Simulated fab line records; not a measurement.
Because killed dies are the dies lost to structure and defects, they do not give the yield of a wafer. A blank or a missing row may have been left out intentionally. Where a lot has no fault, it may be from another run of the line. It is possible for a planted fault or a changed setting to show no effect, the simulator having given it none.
A struck lot beside a sound one :: flow sky130 :: 17 out of 708 route steps
Sound: the wafers L788.1, L788.4, L788.5. The struck wafers were L801.2, L801.4, L801.6. The cause is given at the end.
For every step that has rows: the tool of each side, followed by ch and its chambers, followed by its first start. Under that, the readings that differ: sound wafers :: struck wafers :: difference of the means :: sigmas: that difference in standard deviations of wafers without a fault.
alike: readings whose means differ by less than 2 such deviations, and words and numbers that are the same on both sides. not compared: withheld readings, readings that some wafer has no value for, bounds like >300 that may hide the same value, and numbers for which the record gives no deviation and whose values overlap.
Wherever a step has rows on one side only, a row that says differs or no value, or a row with sigmas, the two part there. Numbers that have no deviation but don't overlap get no sigmas and don't part them. Lack of a reading on every wafer of one side parts them only where that side has two or more wafers.

SKY_POLY_GATE_THK_MEAS_04:
  struck on film metro-04, day 20 01:33; sound on film metro-03, day 15 14:20
  alike: POLY_GATE_CVD_03_THK
then, 8 steps without rows for these wafers: SKY_POLY_GATE_DEHYDRATE_05 (time 60 s); SKY_POLY_GATE_HMDS_06 (prime time 60 s); SKY_POLY_GATE_COAT_07 (resist thk 110 nm); SKY_POLY_GATE_COAT_08 (resist thk 450 nm); SKY_POLY_GATE_SOFTBAKE_09 (time 90 s); SKY_POLY_GATE_EXPOSE_10 (exposes mask P1M, target cd 150 nm); SKY_POLY_GATE_PEB_11; SKY_POLY_GATE_DEVELOP_12 (develop time 60 s).
SKY_POLY_GATE_CD_MEAS_13: the cd target is 150 nm.
  struck on cd sem-02, day 21 07:47; sound on cd sem-01, day 16 18:43
  alike: cd nm
SKY_POLY_GATE_OVL_MEAS_14:
  struck on overlay-01, day 21 07:53; sound on overlay-02, day 16 18:50
  alike: POLY_GATE_OVL
SKY_POLY_GATE_ETCH_15: etches BARC in N2/H2, stops on SiO2, time 118.5 s, target depth 110 nm.
  sound on rie diel-03 ch 0,1,3, day 16 18:52; struck on rie diel-01 ch 1,3, day 21 07:55
  alike: drypump motor current A, oes product au, run length s, throttle valve pct
  not compared: rf hours counter h
SKY_POLY_GATE_ETCH_16: etches Si3N4 in CH3F/O2, stops on poly-Si, time 147.5 s, target depth 75 nm.
  sound on rie diel-03 ch 0,1,3, day 16 18:57; struck on rie diel-01 ch 1,3, day 21 08:00
reading: oes product au (a.u.)
sound: 0.646 0.643 0.642
struck: 0.597 0.603 0.609
difference: -0.041
sigmas: -8

reading: run length s (s)
sound: 175.4 175.5 175.8
struck: 201.3 200.0 201.3
difference: +25.3
sigmas: +68

reading: model.KrF-thick_of_POLY_GATE_COAT_08.thk nm (nm)
sound: 235.5 235.6 235.4
struck: 216.7 217.5 216.9
difference: -18.5
sigmas: 

reading: model.poly-Si_of_POLY_GATE_CVD_00.thk nm (nm)
sound: 181.1 180.7 182.4
struck: 174.9 176.6 176.6
difference: -5.4
sigmas: 
  alike: drypump motor current A, throttle valve pct
  not compared: rf hours counter h
SKY_POLY_GATE_ETCH_17: etches poly-Si in HBr/Cl2, stops on SiO2, target depth 180 nm, time 70.5 s.
  sound on rie si-02 ch 0,1, day 16 19:03; struck on rie si-02 ch 2,3, day 21 08:06
reading: model.KrF-thick_of_POLY_GATE_COAT_08.thk nm (nm)
sound: 142.4 142.1 142
struck: 124 123.6 123.7
difference: -18
sigmas: 

reading: model.etch.depth nm (nm)
sound: 178.2 179 178.8
struck: 174.9 176.6 176.6
difference: -2.6
sigmas: 

reading: model.POLY_GATE.feature depth nm (nm)
sound: 178.2 179 178.8
struck: 174.9 176.6 176.6
difference: -2.6
sigmas: 
  alike: drypump motor current A, oes product au, run length s, throttle valve pct
  not compared: rf hours counter h
SKY_POLY_GATE_STRIP_18: strips in O2/N2.
  sound on plasma asher-03 ch 0,1, day 16 19:06; struck on plasma asher-02 ch 0,1, day 21 08:09
reading: strip time to endpoint s (s)
sound: 3.200 3.202 3.186
struck: 2.987 2.987 2.994
difference: -0.207
sigmas: -9
  alike: drypump motor current A, oes product au
  not compared: rf hours counter h
then, 1 step without rows for these wafers: SKY_POLY_GATE_CLEAN_19 (cleans in SC1/SC2, time 150 s).
-- here the record skips 28 days between the struck wafers' starts before and after, leaving off in module POLY_GATE and picking up in module PAD_OPEN (first step shown: number 708 of the route) --
SKY_PAD_OPEN_PROBE_99:
  only the struck wafers here have rows in the record (prober-02, day 48 23:52); the sound ones have none

WHERE THEY PART
Earliest at SKY_POLY_GATE_ETCH_16; latest, in this record, at SKY_PAD_OPEN_PROBE_99.

WHY: what had been put in by the simulator
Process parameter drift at SKY_POLY_GATE_ETCH_16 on rie diel-01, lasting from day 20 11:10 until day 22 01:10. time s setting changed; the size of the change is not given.
